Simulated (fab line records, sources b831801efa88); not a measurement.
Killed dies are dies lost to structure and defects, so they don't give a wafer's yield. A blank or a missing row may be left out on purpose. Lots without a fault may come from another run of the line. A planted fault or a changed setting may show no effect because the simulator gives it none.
One fault seen from 2 desks | flow sky130 | each desk has only its own numbers; what lay behind them comes last

THE METROLOGY DESK
What the gauges read, lot by lot, whatever tool the lot ran on: means of the sampled wafers that have a number. A lot is out of limits, marked OUT, if its mean lies more than 4 standard deviations from the usual mean; the brackets give that distance.
Columns: A = cd_nm at SKY_POLY_GATE_CD_MEAS_22, usual 150 nm; B = LDD_N_TW at SKY_LDD_N_TW_MEAS_17, usual 2624
lot  | first seen here | A   | B
L213 | day 16 10:56    | 148 | 2633
L215 | day 17 07:16    | 146 | 2635
L221 | day 20 00:08    | 154 | 2614
L222 | day 20 00:10    | 148 | 2614
L225 | day 20 19:00    | 150 | 2606
L226 | day 21 05:37    | 150 | 2632
L227 | day 21 16:01    | 148 | 2638
L228 | day 22 05:48    | 153 | 2610
L229 | day 22 07:35    | 147 | 2637
L231 | day 22 19:34    | 148 | 2607
L232 | day 23 06:26    | 153 | 2644
L233 | day 23 09:28    | 149 | 2634
L235 | day 24 08:17    | 146 | 2593
L236 | day 24 13:49    | 150 | 2640
This desk's finding: nothing out of limits on any of the 14 lots.

THE TOOL OWNER'S DESK: iline_stepper-01
The tool's own readings at SKY_SD_N_EXPOSE_04 (exposes mask NSDM, target cd 380 nm): means of the sampled wafers that have a number, for each lot that ran on this tool. A lot is out of limits, marked OUT, if its mean lies more than 4 standard deviations from the usual mean; the brackets give that distance.
Columns: A = exposure_dose_mJ_cm2 at SKY_SD_N_EXPOSE_04, usual 140.96; B = focus_offset_nm at SKY_SD_N_EXPOSE_04, usual 0.0 nm
lot  | first seen here | A      | B
L225 | day 31 07:00    | 140.93 | 0.1
L226 | day 31 17:23    | 141.01 | -0.5
L227 | day 32 01:14    | 140.99 | -0.2
L229 | day 32 13:14    | 141.10 | 0.1
L231 | day 32 23:30    | 140.94 | -0.0
L232 | day 33 07:38    | 141.00 | -0.1
L233 | day 33 13:18    | 140.99 | -0.0
L236 | day 34 11:13    | 141.16 | -0.3
This desk's finding: nothing out of limits on any of the 8 lots.

PUT TOGETHER
The metrology desk saw nothing out of limits.
The tool owner's desk saw nothing out of limits.

WHAT THE SIMULATOR HAD PUT IN
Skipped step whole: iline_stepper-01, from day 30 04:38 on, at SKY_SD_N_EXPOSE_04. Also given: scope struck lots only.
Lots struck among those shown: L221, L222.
